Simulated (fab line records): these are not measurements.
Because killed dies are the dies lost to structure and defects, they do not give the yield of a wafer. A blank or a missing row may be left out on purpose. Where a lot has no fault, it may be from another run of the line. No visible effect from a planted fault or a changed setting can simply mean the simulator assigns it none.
Chamber matching :: flow sky130 :: SKY_SPACER_ETCHBACK_02 on rie_diel-01: 4 sister chambers
The step etches Si3N4 in CH3F/O2, stops on SiO2, time 46.7 s, target depth 45 nm. 14 wafers are shown with their chamber, then 7 later ones without.

## WAFERS WITH THEIR CHAMBER
wafer: L078.2
chamber: 1
drypump_motor_current_A (A): 6.6
oes_product_au (a.u.): 0.860
throttle_valve_pct (%): 10.567

wafer: L078.3
chamber: 3
drypump_motor_current_A (A): 6.3
oes_product_au (a.u.): 0.856
throttle_valve_pct (%): 10.571

wafer: L078.4
chamber: 2
drypump_motor_current_A (A): 5.6
oes_product_au (a.u.): 0.862
throttle_valve_pct (%): 10.570

wafer: L079.3
chamber: 2
drypump_motor_current_A (A): 5.6
oes_product_au (a.u.): 0.842
throttle_valve_pct (%): 10.565

wafer: L079.4
chamber: 3
drypump_motor_current_A (A): 6.3
oes_product_au (a.u.): 0.853
throttle_valve_pct (%): 10.578

wafer: L079.5
chamber: 3
drypump_motor_current_A (A): 6.3
oes_product_au (a.u.): 0.845
throttle_valve_pct (%): 10.553

wafer: L087.2
chamber: 0
drypump_motor_current_A (A): 5.4
oes_product_au (a.u.): 0.859
throttle_valve_pct (%): 10.572

wafer: L087.3
chamber: 2
drypump_motor_current_A (A): 5.6
oes_product_au (a.u.): 0.854
throttle_valve_pct (%): 10.559

wafer: L087.5
chamber: 2
drypump_motor_current_A (A): 5.6
oes_product_au (a.u.): 0.854
throttle_valve_pct (%): 10.564

wafer: L088.1
chamber: 0
drypump_motor_current_A (A): 5.4
oes_product_au (a.u.): 0.846
throttle_valve_pct (%): 10.556

wafer: L088.4
chamber: 2
drypump_motor_current_A (A): 5.6
oes_product_au (a.u.): 0.858
throttle_valve_pct (%): 10.549

wafer: L088.6
chamber: 1
drypump_motor_current_A (A): 6.5
oes_product_au (a.u.): 0.853
throttle_valve_pct (%): 10.563

wafer: L089.1
chamber: 0
drypump_motor_current_A (A): 5.4
oes_product_au (a.u.): 0.849
throttle_valve_pct (%): 10.566

wafer: L089.3
chamber: 1
drypump_motor_current_A (A): 6.5
oes_product_au (a.u.): 0.861
throttle_valve_pct (%): 10.552

SIGNATURES (averages over the wafers above)
reading: drypump_motor_current_A
chamber 0: 5.400
chamber 1: 6.533
chamber 2: 5.600
chamber 3: 6.300
scatter within a chamber: 0.0258

reading: oes_product_au
chamber 0: 0.85133
chamber 1: 0.85800
chamber 2: 0.85400
chamber 3: 0.85133
scatter within a chamber: 0.00648

reading: throttle_valve_pct
chamber 0: 10.56467
chamber 1: 10.56067
chamber 2: 10.56140
chamber 3: 10.56733
scatter within a chamber: 0.00915
Rule: a wafer's distance from a chamber is the root of the sum, over the readings, of the square of ((its reading less the chamber's mean) divided by the reading's scatter). The wafer belongs to the nearest chamber; if the next one is less than 2 further off, it can't be placed. The scatter: take each reading less its chamber's mean, square it, sum over the shown wafers, divide by the number of wafers less the number of chambers, and take the root.

## WAFERS WHOSE CHAMBER IS MISSING
wafer: L089.6
drypump_motor_current_A (A): 5.4
oes_product_au (a.u.): 0.857
throttle_valve_pct (%): 10.561

wafer: L092.1
drypump_motor_current_A (A): 5.4
oes_product_au (a.u.): 0.844
throttle_valve_pct (%): 10.568

wafer: L092.2
drypump_motor_current_A (A): 5.6
oes_product_au (a.u.): 0.857
throttle_valve_pct (%): 10.572

wafer: L092.3
drypump_motor_current_A (A): 6.5
oes_product_au (a.u.): 0.856
throttle_valve_pct (%): 10.583

wafer: L094.2
drypump_motor_current_A (A): 5.6
oes_product_au (a.u.): 0.852
throttle_valve_pct (%): 10.566

wafer: L094.5
drypump_motor_current_A (A): 5.6
oes_product_au (a.u.): 0.854
throttle_valve_pct (%): 10.554

wafer: L094.6
drypump_motor_current_A (A): 6.5
oes_product_au (a.u.): 0.862
throttle_valve_pct (%): 10.558

## EACH ONE'S CHAMBER
wafer: L089.6
from the rows above: 0
in truth: 0

wafer: L092.1
from the rows above: 0
in truth: 0

wafer: L092.2
from the rows above: 2
in truth: 2

wafer: L092.3
from the rows above: 1
in truth: 1

wafer: L094.2
from the rows above: 2
in truth: 2

wafer: L094.5
from the rows above: 2
in truth: 2

wafer: L094.6
from the rows above: 1
in truth: 1
Correct placement for 7 of the 7. Left unplaced by these rows: 0. Number placed wrongly: 0.
